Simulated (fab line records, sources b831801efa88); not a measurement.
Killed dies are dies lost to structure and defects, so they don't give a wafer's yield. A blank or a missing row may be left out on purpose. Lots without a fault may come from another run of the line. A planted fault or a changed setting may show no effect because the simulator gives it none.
Chamber matching | flow gf180mcu | GF_POLY_GATE_ETCH_12 on rie_diel-02: 4 sister chambers
The step etches BARC in N2/H2. 8 wafers are shown with their chamber, then 7 later ones without.

WAFERS WITH THEIR CHAMBER
wafer  | chamber | drypump_motor_current_A (A) | n2_flow_sccm (sccm)
L519.5 | 3       | 4.8                         | 100.28
L525.2 | 3       | 4.8                         | 100.09
L528.3 | 2       | 5.2                         | 99.83
L528.6 | 2       | 5.2                         | 99.88
L530.3 | 1       | 5.7                         | 100.56
L530.6 | 0       | 5.8                         | 100.29
L534.2 | 0       | 5.7                         | 100.26
L534.5 | 1       | 5.7                         | 99.85

WAFERS WITHOUT THEIR CHAMBER
wafer  | drypump_motor_current_A (A) | n2_flow_sccm (sccm)
L534.6 | 5.8                         | 100.34
L538.1 | 4.8                         | 100.25
L538.2 | 5.8                         | 99.92
L538.4 | 5.2                         | 100.13
L539.2 | 4.8                         | 100.26
L539.3 | 5.8                         | 99.61
L539.6 | 5.7                         | 100.25

WHICH CHAMBER EACH WENT THROUGH
wafer  | from the rows above     | in truth
L534.6 | can't be placed: 0 or 1 | 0
L538.1 | 3                       | 3
L538.2 | can't be placed: 0 or 1 | 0
L538.4 | 2                       | 2
L539.2 | 3                       | 3
L539.3 | can't be placed: 0 or 1 | 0
L539.6 | can't be placed: 1 or 0 | 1
Placed correctly: 3 of 7. Can't be placed from these rows: 4 (the true chamber is among the candidates in 4). Placed wrongly: 0.
How it was worked out, from the rows above alone: a wafer's distance from a chamber is the root of the sum, over the readings, of the square of ((its reading less the chamber's mean) divided by the reading's scatter). The wafer belongs to the nearest chamber; if the next one is less than 2 further off, it can't be placed. A chamber's mean is the mean of its shown wafers. The scatter: the root of (the sum of the squares of (reading less its chamber's mean) over the shown wafers, divided by (wafers less chambers)).
